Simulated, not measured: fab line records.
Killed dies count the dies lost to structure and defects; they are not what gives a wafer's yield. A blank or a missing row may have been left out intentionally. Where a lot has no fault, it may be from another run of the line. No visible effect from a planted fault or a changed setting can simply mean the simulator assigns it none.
Which tool did it? || flow sky130 || Sampling: 7 lots, 21 wafers, 4 of 708 route steps

== WHAT THE GAUGES READ, wafer by wafer ==
SKY_METAL2_RS_MEAS_05: measures by four-point-probe.
{"lot": "L311", "measured": "day 35 05:39", "on": "film-metro-01", "METAL2_ALCU_RS (ohm/sq)": "0.1267 0.1247 0.1265"}
{"lot": "L317", "measured": "day 37 12:04", "on": "film-metro-04", "METAL2_ALCU_RS (ohm/sq)": "0.1280 0.1262 0.1284"}
{"lot": "L319", "measured": "day 37 19:57", "on": "film-metro-02", "METAL2_ALCU_RS (ohm/sq)": "0.1268 0.1265 0.1261"}
{"lot": "L321", "measured": "day 39 00:39", "on": "film-metro-02", "METAL2_ALCU_RS (ohm/sq)": "0.1264 0.1254 0.1260"}
{"lot": "L326", "measured": "day 39 01:36", "on": "film-metro-02", "METAL2_ALCU_RS (ohm/sq)": "0.1244 0.1245 0.1264"}
{"lot": "L331", "measured": "day 40 05:41", "on": "film-metro-04", "METAL2_ALCU_RS (ohm/sq)": "8.7107 8.6887 8.6712"}
{"lot": "L333", "measured": "day 40 22:44", "on": "film-metro-02", "METAL2_ALCU_RS (ohm/sq)": "0.1252 0.1240 0.1264"}

== WHAT TOOL EACH LOT RAN ON (gives the tool, then ch and the chambers of the sampled wafers, and finally the start) ==
{"lot": "L311", "SKY_CONTACT_CVD_00": "pecvd-04 ch 0,2, day 31 15:25", "SKY_CONTACT_CMP_04": "cmp-01 ch 0,2,3, day 31 15:52", "SKY_METAL2_SPUTTER_02": "pvd-sputter-02, day 35 05:33"}
{"lot": "L317", "SKY_CONTACT_CVD_00": "pecvd-04 ch 0,2, day 33 19:24", "SKY_CONTACT_CMP_04": "cmp-01 ch 1,2, day 33 19:37", "SKY_METAL2_SPUTTER_02": "pvd-sputter-02, day 37 11:58"}
{"lot": "L319", "SKY_CONTACT_CVD_00": "pecvd-03 ch 0,1,2, day 34 08:09", "SKY_CONTACT_CMP_04": "cmp-02 ch 0,1,3, day 34 08:22", "SKY_METAL2_SPUTTER_02": "pvd-sputter-04, day 37 19:50"}
{"lot": "L321", "SKY_CONTACT_CVD_00": "pecvd-03 ch 1,2, day 35 14:34", "SKY_CONTACT_CMP_04": "cmp-02 ch 0,1, day 35 14:50", "SKY_METAL2_SPUTTER_02": "pvd-sputter-01, day 39 00:31"}
{"lot": "L326", "SKY_CONTACT_CVD_00": "pecvd-04 ch 0,1, day 35 16:07", "SKY_CONTACT_CMP_04": "cmp-01 ch 0,1,2, day 35 16:30", "SKY_METAL2_SPUTTER_02": "pvd-sputter-02, day 39 01:28"}
{"lot": "L331", "SKY_CONTACT_CVD_00": "pecvd-04 ch 1,2, day 36 22:44", "SKY_CONTACT_CMP_04": "cmp-02 ch 0,1, day 36 22:58", "SKY_METAL2_SPUTTER_02": "pvd-sputter-01, day 40 05:35"}
{"lot": "L333", "SKY_CONTACT_CVD_00": "pecvd-02 ch 0,1,2, day 37 14:01", "SKY_CONTACT_CMP_04": "cmp-01 ch 0,1,3, day 37 14:17", "SKY_METAL2_SPUTTER_02": "pvd-sputter-02, day 40 22:38"}
- SKY_CONTACT_CVD_00: deposits Si3N4, target thk 75 nm.
- SKY_CONTACT_CMP_04: polishes SiO2.
- SKY_METAL2_SPUTTER_02: material AlCu, target thk 250 nm, time 13.3 s.

== THE ANSWER, worked out from the rows above alone ==
Rule: what is usual is taken from the lots themselves. Put in order of their means at a reading, lots are off if they are a third of the lots or fewer, leave a main group of 4 or more, and stand apart from it by a gap of 3 or more times the standard deviation of the main group's means; of several such gaps the widest counts. A main group is skipped when, at the precision printed for the reading in the tables above, its means are all equal. A lot without any number at a reading at which 4 lots or more have one is off too. All remaining lots with rows at the step are treated as sound.
Off: L331, seen at SKY_METAL2_RS_MEAS_05 (METAL2_ALCU_RS). The main group has a mean of 0.1260 ohm/sq with a standard deviation of 0.00082.
If a tool, at a process step before that reading, ran all the lots that are off and no sound lot after the first of them, it fits. The gauges at SKY_METAL2_RS_MEAS_05 are tried like those tools. Can't be told from this: 4 tools fit, pecvd-04 at SKY_CONTACT_CVD_00, cmp-02 at SKY_CONTACT_CMP_04, pvd-sputter-01 at SKY_METAL2_SPUTTER_02, film-metro-04 at SKY_METAL2_RS_MEAS_05.

== WHAT THE SIMULATOR HAD INSERTED ==
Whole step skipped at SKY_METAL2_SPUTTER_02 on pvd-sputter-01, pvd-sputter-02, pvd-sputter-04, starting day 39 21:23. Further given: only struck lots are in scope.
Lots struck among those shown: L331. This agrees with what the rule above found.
